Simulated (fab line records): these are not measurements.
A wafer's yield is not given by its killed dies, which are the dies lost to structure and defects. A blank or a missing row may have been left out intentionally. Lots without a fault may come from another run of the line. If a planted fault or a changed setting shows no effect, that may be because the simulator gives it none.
One fault seen from 2 desks | flow sky130 | each desk holds nothing but its own numbers, with what lay behind them at the end

## THE METROLOGY DESK
Lot by lot, what the gauges showed, no matter which tool ran the lot: averages of those sampled wafers that carry a number. Any lot whose mean is over 4 standard deviations away from the usual mean is out of limits and marked OUT; that distance is given in the brackets.
Columns: A = LDD_N_OVL at SKY_LDD_N_OVL_MEAS_07, usual 0.5 nm
lot  | first seen here | A
L639 | day 20 14:01    | -0.1
L640 | day 20 23:40    | 0.1
L641 | day 21 03:07    | -0.3
L643 | day 21 22:25    | -0.6
L644 | day 22 00:08    | 2.7
L649 | day 24 08:02    | -0.3
This desk found nothing out of limits on any of the 6 lots.

## TOOL OWNER'S DESK, implanter-03
The tool's own readings at SKY_LDD_N_IMPLANT_13: means of the sampled wafers that have a number, for each lot that ran on this tool. Any lot whose mean is over 4 standard deviations away from the usual mean is out of limits and marked OUT; that distance is given in the brackets.
Columns: A = beam on s at SKY_LDD_N_IMPLANT_13, usual 10.01 s; B = faraday current uA at SKY_LDD_N_IMPLANT_13, usual 28.2; C = tilt deg at SKY_LDD_N_IMPLANT_13, usual 29.997 degrees
lot  | first seen here | A     | B    | C
L639 | day 20 14:47    | 10.04 | 28.0 | 30.005
L640 | day 21 00:29    | 9.95  | 28.4 | 29.986
L641 | day 21 03:53    | 9.88  | 28.5 | -0.011 (-99 or more) OUT
L643 | day 21 23:13    | 10.19 | 27.7 | -0.018 (-99 or more) OUT
Finding of this desk: L641, L643 out of limits; the first was L641 at day 21 03:53, on tilt deg at SKY_LDD_N_IMPLANT_13. L639, L640 stayed within limits.

## PUT TOGETHER
At day 21 03:53, on L641, L643, the tool owner's desk was in a position to raise an alarm.
The metrology desk saw nothing out of limits.
The metrology desk holds a record of L641, L643, inside its limits.
Of the lots named, all ran SKY_LDD_N_IMPLANT_13 on implanter-03.

## WHAT THE SIMULATOR HAD PUT IN
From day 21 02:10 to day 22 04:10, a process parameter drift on implanter-03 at SKY_LDD_N_IMPLANT_13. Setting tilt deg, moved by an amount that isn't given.
Shown lots that were struck: L641, L643.
Time in hours from fault onset to the first out-of-limits reading at each desk: the tool owner's desk, 2.
